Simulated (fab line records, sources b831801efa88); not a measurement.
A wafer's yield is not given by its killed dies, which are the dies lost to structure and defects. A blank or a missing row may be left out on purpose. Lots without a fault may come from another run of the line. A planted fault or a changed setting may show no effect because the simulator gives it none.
Problem report in the 8D (eight disciplines) form, filled by code -- flow sfq_line -- the parts of the form that need people (team, actions taken, sign-off) are left out

1. WHAT WENT WRONG
Wafers without a fault read 0.685 a.u., standard deviation 0.0046; oes_product_au at SFQ_TRILAYER_I2_VIA_BARC_OPEN_VIA_ETCH_096 reads a mean of 0.842 a.u. on 6 wafers belonging to 2 lots. Relative to the usual mean, that is a shift of +34 standard deviations.
The step: etches BARC in O2, target depth 125 nm, time 41.7 s.
Earliest sighting: wafer L365.1 on rie_diel-03 at day 42 00:42. The record has a number at this step for 18 wafers belonging to 6 lots. The rule behind "out" and "out of limits": a value lying over 4 standard deviations away from the usual mean. The other wafers with a number count as sound.

2. WHAT THIS IS AND IS NOT
question,is,is not
which readings at this step,"oes_product_au, run_length_s",-
which lots,"L365, L367","L353, L357, L371, L374"
which wafers of those lots,all that have a number,-
read on which tools,rie_diel-03,"rie_diel-01, rie_diel-02"
when,from day 42 00:42,"up to then (6 sound wafers); but 6 sound wafers of L371, L374 came after"

3. WHAT RULES OUT EACH SUSPECT
Counting: any tool at a process step up to the reading is kept as a suspect provided that every lot that is out went through it and no sound lot did after the first of them.
- cmp-02 at SFQ_TRILAYER_I2_CMP_CMP_064 (polishes SiO2): ruled out as a lasting fault. Sound lots L374 ran on it after its first lot that is out, L365 (day 41 16:58).
- film_metro-01 at SFQ_TRILAYER_I2_METRO_MEASURE_065: ruled out as a lasting fault. Sound lots L374 ran on it after its first lot that is out, L365 (day 41 20:05).
- rie_diel-03 at SFQ_TRILAYER_I2_VIA_BARC_OPEN_VIA_ETCH_096 (etches BARC in O2, target depth 125 nm, time 41.7 s): kept. It ran every lot that is out, first L365 (day 42 00:42), and no sound lot after that; its last sound lot up to then is L357 (day 35 10:16). On those wafers its own readings are out: oes_product_au, run_length_s.
After counting, what remains is rie_diel-03 at SFQ_TRILAYER_I2_VIA_BARC_OPEN_VIA_ETCH_096.

4. THE CAUSE (what the simulator had put in)
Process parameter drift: rie_diel-03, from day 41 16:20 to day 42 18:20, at SFQ_TRILAYER_I2_VIA_BARC_OPEN_VIA_ETCH_096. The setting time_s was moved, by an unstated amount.
Counting left only this tool.

5. THE EFFECT CHAIN, in route order
One row per reading whose mean, taken over the struck wafers that have a number, lies over 3 standard deviations from the usual. Only readings for which the record gives a usual standard deviation are gone through. hours: the time from each lot's start at the first step in this table that gives one to its start at this step, as a median over the lots. sigmas: the change in usual standard deviations.
hours,step,reading,usual,on struck wafers,change,sigmas
0,SFQ_TRILAYER_I2_VIA_BARC_OPEN_VIA_ETCH_096,oes_product_au,0.685 a.u.,0.842,+0.157,+34
0,SFQ_TRILAYER_I2_VIA_BARC_OPEN_VIA_ETCH_096,run_length_s,70.1 s,60.8,-9.3,-18
Process steps it contains:
- SFQ_TRILAYER_I2_VIA_BARC_OPEN_VIA_ETCH_096: etches BARC in O2, target depth 125 nm, time 41.7 s.

6. HOW IT WOULD HAVE BEEN CAUGHT EARLIER
First out-of-limits reading in this record: day 42 00:42, which is 8 hours after fault onset at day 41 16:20.
